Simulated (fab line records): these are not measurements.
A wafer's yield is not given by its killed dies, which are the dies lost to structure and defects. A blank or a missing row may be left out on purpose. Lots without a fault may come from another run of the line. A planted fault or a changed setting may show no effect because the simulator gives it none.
Which tool did it? || flow gf180mcu || Sampling: 14 lots, 42 wafers, 4 of 602 route steps

== WHAT THE GAUGES READ, wafer by wafer ==
GF_M4_RS_MEAS_05: measurement is done with a four-point probe. Usual: M4_ALCU_RS 0.0695 ohm/sq, standard deviation 0.00081.
{"lot": "L762", "measured": "day 22 03:49", "on": "film_metro-02", "M4_ALCU_RS (ohm/sq)": "0.0696 0.0700 0.0698", "flag": ""}
{"lot": "L763", "measured": "day 22 07:17", "on": "film_metro-02", "M4_ALCU_RS (ohm/sq)": "0.0687 0.0693 0.0690", "flag": ""}
{"lot": "L765", "measured": "day 23 11:37", "on": "film_metro-03", "M4_ALCU_RS (ohm/sq)": "0.0701 0.0707 0.0703", "flag": ""}
{"lot": "L767", "measured": "day 24 06:14", "on": "film_metro-02", "M4_ALCU_RS (ohm/sq)": "0.0699 0.0708 0.0698", "flag": ""}
{"lot": "L768", "measured": "day 24 18:35", "on": "film_metro-01", "M4_ALCU_RS (ohm/sq)": "0.0699 0.0695 0.0697", "flag": ""}
{"lot": "L769", "measured": "day 25 04:47", "on": "film_metro-03", "M4_ALCU_RS (ohm/sq)": "0.0701 0.0712 0.0712", "flag": ""}
{"lot": "L770", "measured": "day 25 22:15", "on": "film_metro-01", "M4_ALCU_RS (ohm/sq)": "0.0687 0.0692 0.0691", "flag": ""}
{"lot": "L771", "measured": "day 26 02:57", "on": "film_metro-02", "M4_ALCU_RS (ohm/sq)": "0.0695 0.0683 0.0692", "flag": ""}
{"lot": "L772", "measured": "day 26 13:18", "on": "film_metro-02", "M4_ALCU_RS (ohm/sq)": "0.0692 0.0693 0.0696", "flag": ""}
{"lot": "L774", "measured": "day 26 22:55", "on": "film_metro-02", "M4_ALCU_RS (ohm/sq)": "0.0695 0.0702 0.0697", "flag": ""}
{"lot": "L776", "measured": "day 27 19:08", "on": "film_metro-01", "M4_ALCU_RS (ohm/sq)": "0.0695 0.0701 0.0696", "flag": ""}
{"lot": "L777", "measured": "day 28 01:27", "on": "film_metro-03", "M4_ALCU_RS (ohm/sq)": "0.0711 0.0700 0.0708", "flag": ""}
{"lot": "L778", "measured": "day 28 02:40", "on": "film_metro-02", "M4_ALCU_RS (ohm/sq)": "0.0683 0.0677 0.0689", "flag": ""}
{"lot": "L783", "measured": "day 29 03:26", "on": "film_metro-02", "M4_ALCU_RS (ohm/sq)": "0.0690 0.0686 0.0687", "flag": ""}

== EACH LOT AND THE TOOL THAT RAN IT (in order: tool; ch and the chambers of the sampled wafers; start) ==
{"lot": "L762", "GF_V3_SPUTTER_22": "pvd_sputter-03, day 22 02:58", "GF_V3_CVD_23": "cvd_w-02 ch 0,1, day 22 02:59", "GF_M4_SPUTTER_03": "pvd_sputter-01, day 22 03:45"}
{"lot": "L763", "GF_V3_SPUTTER_22": "pvd_sputter-02, day 22 06:25", "GF_V3_CVD_23": "cvd_w-01 ch 0,1, day 22 06:28", "GF_M4_SPUTTER_03": "pvd_sputter-01, day 22 07:13"}
{"lot": "L765", "GF_V3_SPUTTER_22": "pvd_sputter-02, day 23 10:46", "GF_V3_CVD_23": "cvd_w-01 ch 0,1, day 23 10:49", "GF_M4_SPUTTER_03": "pvd_sputter-01, day 23 11:34"}
{"lot": "L767", "GF_V3_SPUTTER_22": "pvd_sputter-02, day 24 05:21", "GF_V3_CVD_23": "cvd_w-01 ch 0,1, day 24 05:23", "GF_M4_SPUTTER_03": "pvd_sputter-02, day 24 06:09"}
{"lot": "L768", "GF_V3_SPUTTER_22": "pvd_sputter-01, day 24 17:37", "GF_V3_CVD_23": "cvd_w-02 ch 0,1, day 24 17:39", "GF_M4_SPUTTER_03": "pvd_sputter-02, day 24 18:31"}
{"lot": "L769", "GF_V3_SPUTTER_22": "pvd_sputter-01, day 25 03:33", "GF_V3_CVD_23": "cvd_w-01 ch 0,1, day 25 03:35", "GF_M4_SPUTTER_03": "pvd_sputter-04, day 25 04:39"}
{"lot": "L770", "GF_V3_SPUTTER_22": "pvd_sputter-02, day 25 21:24", "GF_V3_CVD_23": "cvd_w-01 ch 0,1, day 25 21:26", "GF_M4_SPUTTER_03": "pvd_sputter-01, day 25 22:11"}
{"lot": "L771", "GF_V3_SPUTTER_22": "pvd_sputter-03, day 26 01:54", "GF_V3_CVD_23": "cvd_w-02 ch 0,1, day 26 01:56", "GF_M4_SPUTTER_03": "pvd_sputter-01, day 26 02:52"}
{"lot": "L772", "GF_V3_SPUTTER_22": "pvd_sputter-03, day 26 12:25", "GF_V3_CVD_23": "cvd_w-02 ch 0,1, day 26 12:29", "GF_M4_SPUTTER_03": "pvd_sputter-02, day 26 13:12"}
{"lot": "L774", "GF_V3_SPUTTER_22": "pvd_sputter-03, day 26 21:33", "GF_V3_CVD_23": "cvd_w-01 ch 0,1, day 26 21:35", "GF_M4_SPUTTER_03": "pvd_sputter-01, day 26 22:51"}
{"lot": "L776", "GF_V3_SPUTTER_22": "pvd_sputter-01, day 27 18:17", "GF_V3_CVD_23": "cvd_w-02 ch 0,1, day 27 18:20", "GF_M4_SPUTTER_03": "pvd_sputter-04, day 27 19:05"}
{"lot": "L777", "GF_V3_SPUTTER_22": "pvd_sputter-03, day 28 00:35", "GF_V3_CVD_23": "cvd_w-01 ch 0,1, day 28 00:37", "GF_M4_SPUTTER_03": "pvd_sputter-02, day 28 01:22"}
{"lot": "L778", "GF_V3_SPUTTER_22": "pvd_sputter-03, day 28 01:48", "GF_V3_CVD_23": "cvd_w-02 ch 0,1, day 28 01:50", "GF_M4_SPUTTER_03": "pvd_sputter-01, day 28 02:35"}
{"lot": "L783", "GF_V3_SPUTTER_22": "pvd_sputter-03, day 29 02:25", "GF_V3_CVD_23": "cvd_w-02 ch 1, day 29 02:34", "GF_M4_SPUTTER_03": "pvd_sputter-01, day 29 03:19"}
- GF_V3_SPUTTER_22: material TiN, target thk 10 nm, time 40 s.
- GF_V3_CVD_23: deposits W, target thk 350 nm, time 104.9 s.
- GF_M4_SPUTTER_03: material Ti, target thk 10 nm, time 6.7 s.

== AS READ BY THE TOOLS THEMSELVES (means over the sampled wafers that have a number; for cases with no such wafer, the mark the record gives instead) ==
GF_V3_SPUTTER_22. Usual: throttle_valve_pct reads 29.7 % (standard deviation 1.4).
{"lot": "L762", "tool": "pvd_sputter-03", "throttle_valve_pct (%)": 29.8, "flag": ""}
{"lot": "L763", "tool": "pvd_sputter-02", "throttle_valve_pct (%)": 29.4, "flag": ""}
{"lot": "L765", "tool": "pvd_sputter-02", "throttle_valve_pct (%)": 29.7, "flag": ""}
{"lot": "L767", "tool": "pvd_sputter-02", "throttle_valve_pct (%)": 30.4, "flag": ""}
{"lot": "L768", "tool": "pvd_sputter-01", "throttle_valve_pct (%)": 29.0, "flag": ""}
{"lot": "L769", "tool": "pvd_sputter-01", "throttle_valve_pct (%)": 29.4, "flag": ""}
{"lot": "L770", "tool": "pvd_sputter-02", "throttle_valve_pct (%)": 29.9, "flag": ""}
{"lot": "L771", "tool": "pvd_sputter-03", "throttle_valve_pct (%)": 28.9, "flag": ""}
{"lot": "L772", "tool": "pvd_sputter-03", "throttle_valve_pct (%)": 29.2, "flag": ""}
{"lot": "L774", "tool": "pvd_sputter-03", "throttle_valve_pct (%)": 31.1, "flag": ""}
{"lot": "L776", "tool": "pvd_sputter-01", "throttle_valve_pct (%)": 29.1, "flag": ""}
{"lot": "L777", "tool": "pvd_sputter-03", "throttle_valve_pct (%)": 29.0, "flag": ""}
{"lot": "L778", "tool": "pvd_sputter-03", "throttle_valve_pct (%)": 29.0, "flag": ""}
{"lot": "L783", "tool": "pvd_sputter-03", "throttle_valve_pct (%)": 29.5, "flag": ""}

GF_V3_CVD_23. Usual: chamber_pressure_Torr 40.00 Torr, standard deviation 0.09; heater_power_w 906 W, standard deviation 98.
{"lot": "L762", "tool": "cvd_w-02", "chamber_pressure_Torr (Torr)": 40.04, "heater_power_w (W)": 829, "flag": ""}
{"lot": "L763", "tool": "cvd_w-01", "chamber_pressure_Torr (Torr)": 40.13, "heater_power_w (W)": 894, "flag": ""}
{"lot": "L765", "tool": "cvd_w-01", "chamber_pressure_Torr (Torr)": 40.06, "heater_power_w (W)": 885, "flag": ""}
{"lot": "L767", "tool": "cvd_w-01", "chamber_pressure_Torr (Torr)": 39.97, "heater_power_w (W)": 903, "flag": ""}
{"lot": "L768", "tool": "cvd_w-02", "chamber_pressure_Torr (Torr)": 39.96, "heater_power_w (W)": 919, "flag": ""}
{"lot": "L769", "tool": "cvd_w-01", "chamber_pressure_Torr (Torr)": 40.02, "heater_power_w (W)": 922, "flag": ""}
{"lot": "L770", "tool": "cvd_w-01", "chamber_pressure_Torr (Torr)": 40.05, "heater_power_w (W)": 917, "flag": ""}
{"lot": "L771", "tool": "cvd_w-02", "chamber_pressure_Torr (Torr)": 40.02, "heater_power_w (W)": 923, "flag": ""}
{"lot": "L772", "tool": "cvd_w-02", "chamber_pressure_Torr (Torr)": 39.98, "heater_power_w (W)": 916, "flag": ""}
{"lot": "L774", "tool": "cvd_w-01", "chamber_pressure_Torr (Torr)": 41.31, "heater_power_w (W)": 904, "flag": "OFF"}
{"lot": "L776", "tool": "cvd_w-02", "chamber_pressure_Torr (Torr)": 39.89, "heater_power_w (W)": 830, "flag": ""}
{"lot": "L777", "tool": "cvd_w-01", "chamber_pressure_Torr (Torr)": 40.53, "heater_power_w (W)": 924, "flag": "OFF"}
{"lot": "L778", "tool": "cvd_w-02", "chamber_pressure_Torr (Torr)": 40.07, "heater_power_w (W)": 852, "flag": ""}
{"lot": "L783", "tool": "cvd_w-02", "chamber_pressure_Torr (Torr)": 39.93, "heater_power_w (W)": 1022, "flag": ""}

GF_M4_SPUTTER_03. Usual: throttle_valve_pct reads 29.8 % (standard deviation 0.78).
{"lot": "L762", "tool": "pvd_sputter-01", "throttle_valve_pct (%)": 30.3, "flag": ""}
{"lot": "L763", "tool": "pvd_sputter-01", "throttle_valve_pct (%)": 30.3, "flag": ""}
{"lot": "L765", "tool": "pvd_sputter-01", "throttle_valve_pct (%)": 29.7, "flag": ""}
{"lot": "L767", "tool": "pvd_sputter-02", "throttle_valve_pct (%)": 30.4, "flag": ""}
{"lot": "L768", "tool": "pvd_sputter-02", "throttle_valve_pct (%)": 31.0, "flag": ""}
{"lot": "L769", "tool": "pvd_sputter-04", "throttle_valve_pct (%)": 30.1, "flag": ""}
{"lot": "L770", "tool": "pvd_sputter-01", "throttle_valve_pct (%)": 29.5, "flag": ""}
{"lot": "L771", "tool": "pvd_sputter-01", "throttle_valve_pct (%)": 29.3, "flag": ""}
{"lot": "L772", "tool": "pvd_sputter-02", "throttle_valve_pct (%)": 29.3, "flag": ""}
{"lot": "L774", "tool": "pvd_sputter-01", "throttle_valve_pct (%)": 29.8, "flag": ""}
{"lot": "L776", "tool": "pvd_sputter-04", "throttle_valve_pct (%)": 30.1, "flag": ""}
{"lot": "L777", "tool": "pvd_sputter-02", "throttle_valve_pct (%)": 31.0, "flag": ""}
{"lot": "L778", "tool": "pvd_sputter-01", "throttle_valve_pct (%)": 29.6, "flag": ""}
{"lot": "L783", "tool": "pvd_sputter-01", "throttle_valve_pct (%)": 30.3, "flag": ""}

== THE ANSWER, worked out from the rows above alone ==
Rule: a lot counts as off when the mean over its wafers that have a number is more than 3 standard deviations away from the usual mean. A lot without any number at a reading at which 4 lots or more have one is off too. All remaining lots with rows at the step are treated as sound. The gauges are gone through in route order, then the tools' own readings, and for those a lot's mean is taken as printed above. The first step at which some lot is off is used, and at that step the reading that is off furthest; a lot without a number counts as furthest.
Off: L774, L777, at GF_V3_CVD_23 (chamber_pressure_Torr).
If a tool, at that step or one of the process steps before it, ran each lot that is off and ran no sound lot following the first of them, it fits. One fits: GF_V3_CVD_23 on cvd_w-01. Its last sound lot is L770 (day 25 21:26), its first lot that is off L774 (day 26 21:35): a fault that began between those two fits.
The tool's own readings at GF_V3_CVD_23 bear it out: on the lots that are off they differ by more than 5 times the standard deviation of the sound lots' means. chamber_pressure_Torr reads 40.92 Torr there against 40.01 Torr on the sound lots.

== WHAT THE SIMULATOR HAD INSERTED ==
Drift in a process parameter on cvd_w-01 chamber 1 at GF_V3_CVD_23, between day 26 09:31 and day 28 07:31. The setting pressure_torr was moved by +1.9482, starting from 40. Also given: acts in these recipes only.
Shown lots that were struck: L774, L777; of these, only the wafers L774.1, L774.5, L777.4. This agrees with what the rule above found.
